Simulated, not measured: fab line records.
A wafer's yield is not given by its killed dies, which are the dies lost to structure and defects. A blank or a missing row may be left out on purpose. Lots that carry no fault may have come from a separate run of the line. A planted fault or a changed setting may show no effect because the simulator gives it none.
Which tool is to blame? -- flow gf180mcu -- 14 lots with 42 wafers sampled at 4 steps, on a route of 602 steps

== WHAT THE GAUGES READ, wafer by wafer ==
GF_VT_IMPLANT_RS_MEAS_48: a four-point-probe measurement.
lot,measured,on,LVPWELL_RS (ohm/sq)
L953,day 7 22:10,film_metro-02,1197.0 1198.7 1199.6
L954,day 8 04:59,film_metro-02,1196.9 1196.4 1198.1
L955,day 8 07:37,film_metro-01,1199.7 1200.3 1199.1
L956,day 8 20:19,film_metro-01,1198.0 1198.6 1195.7
L957,day 8 22:15,film_metro-02,1200.4 1196.3 1196.3
L958,day 9 05:19,film_metro-02,1196.1 1192.0 1191.9
L960,day 9 19:59,film_metro-01,1197.4 1199.5 1197.1
L961,day 10 01:28,film_metro-02,1196.9 1200.6 1200.1
L962,day 10 09:53,film_metro-02,1195.9 1198.7 1199.7
L963,day 10 19:56,film_metro-02,1198.2 1195.9 1198.1
L964,day 11 00:52,film_metro-03,1198.6 1198.1 1198.2
L966,day 11 11:22,film_metro-01,1195.8 1198.2 1192.1
L970,day 12 13:56,film_metro-03,1209.2 1208.3 1210.5
L974,day 13 16:53,film_metro-03,1211.1 1207.6 1209.0

GF_M2_RS_MEAS_05: a four-point-probe measurement.
lot,measured,on,M2_ALCU_RS (ohm/sq)
L953,day 18 14:00,film_metro-04,0.0712 0.0707 0.0706
L954,day 19 00:43,film_metro-01,0.0695 0.0705 0.0706
L955,day 19 03:44,film_metro-04,0.0693 0.0696 0.0711
L956,day 19 20:32,film_metro-04,0.0699 0.0705 0.0705
L957,day 20 04:17,film_metro-01,0.0699 0.0690 0.0701
L958,day 20 14:25,film_metro-01,0.0695 0.0703 0.0689
L960,day 21 06:08,film_metro-01,0.0685 0.0686 0.0698
L961,day 21 17:04,film_metro-01,0.0696 0.0704 0.0710
L962,day 22 01:52,film_metro-03,0.0696 0.0694 0.0700
L963,day 22 12:20,film_metro-01,0.0698 0.0705 0.0696
L964,day 22 21:52,film_metro-04,0.0706 0.0697 0.0701
L966,day 23 10:30,film_metro-03,0.0700 0.0700 0.0698
L970,day 24 16:46,film_metro-04,0.0714 0.0692 0.0711
L974,day 25 22:11,film_metro-01,0.0695 0.0706 0.0695

GF_V2_THK_MEAS_25: measures by xrf.
lot,measured,on,V2_W_THK (nm)
L953,day 20 16:43,film_metro-02,367 372 364
L954,day 21 04:37,film_metro-02,356 356 358
L955,day 21 06:33,film_metro-01,358 359 358
L956,day 22 00:19,film_metro-03,366 364 366
L957,day 22 06:44,film_metro-02,363 363 362
L958,day 22 16:15,film_metro-03,366 364 373
L960,day 23 08:08,film_metro-03,362 359 356
L961,day 23 17:29,film_metro-01,355 354 355
L962,day 24 02:52,film_metro-02,364 367 371
L963,day 24 12:25,film_metro-03,371 366 369
L964,day 24 21:18,film_metro-02,355 359 356
L966,day 25 08:48,film_metro-03,364 366 368
L970,day 26 12:56,film_metro-01,349 350 354
L974,day 27 18:02,film_metro-03,358 355 352

== WHICH TOOL RAN EACH LOT (tool, then ch and the chambers of the sampled wafers, then the start) ==
lot,GF_LVPWELL_IMPLANT_08
L953,"implanter-01 ch 0, day 4 04:36"
L954,"implanter-03 ch 0, day 4 08:35"
L955,"implanter-03 ch 0, day 4 13:23"
L956,"implanter-02 ch 0, day 4 22:51"
L957,"implanter-03 ch 0, day 5 00:46"
L958,"implanter-02 ch 0, day 5 06:17"
L960,"implanter-03 ch 0, day 5 18:59"
L961,"implanter-02 ch 0, day 5 21:41"
L962,"implanter-03 ch 0, day 6 05:01"
L963,"implanter-02 ch 0, day 6 13:42"
L964,"implanter-01 ch 0, day 6 18:02"
L966,"implanter-01 ch 0, day 7 03:23"
L970,"implanter-03 ch 0, day 8 02:22"
L974,"implanter-03 ch 0, day 8 23:25"
- GF_LVPWELL_IMPLANT_08

== AS READ BY THE TOOLS THEMSELVES (means over the sampled wafers that have a number; for cases with no such wafer, the mark the record gives instead) ==
The record holds no such reading with a usual standard deviation.

== THE ANSWER, worked out from the rows above alone ==
Rule: the usual values come from the lots themselves. The widest of any qualifying gaps counts: lots, ordered by their means at a reading, are off when they make up no more than a third of the lots, leave a main group of 4 or more, and stand apart from it by 3 or more times the standard deviation of that group's means. The tables above print the reading to a certain number of digits; a main group whose means all agree to those digits is not used. Also off: a lot with no number at a reading for which 4 or more lots have one. Any other lot the step has rows for is counted as sound. After the gauges, taken in route order, come the tools' own readings; for these a lot's mean is taken, as printed above. The first step at which some lot is off is used, and at that step the reading that is off furthest; a lot without a number counts as furthest.
Off: L970, L974, seen at GF_VT_IMPLANT_RS_MEAS_48 (LVPWELL_RS). Mean 1197.5 ohm/sq and standard deviation 1.6 in the main group.
If a tool, at a process step before that reading, ran all the lots that are off and no sound lot after the first of them, it fits. Those tools and the gauges at GF_VT_IMPLANT_RS_MEAS_48 are tried in the same way. Can't be told from this: 2 tools fit, implanter-03 at GF_LVPWELL_IMPLANT_08, film_metro-03 at GF_VT_IMPLANT_RS_MEAS_48.

== WHAT THE SIMULATOR HAD INSERTED ==
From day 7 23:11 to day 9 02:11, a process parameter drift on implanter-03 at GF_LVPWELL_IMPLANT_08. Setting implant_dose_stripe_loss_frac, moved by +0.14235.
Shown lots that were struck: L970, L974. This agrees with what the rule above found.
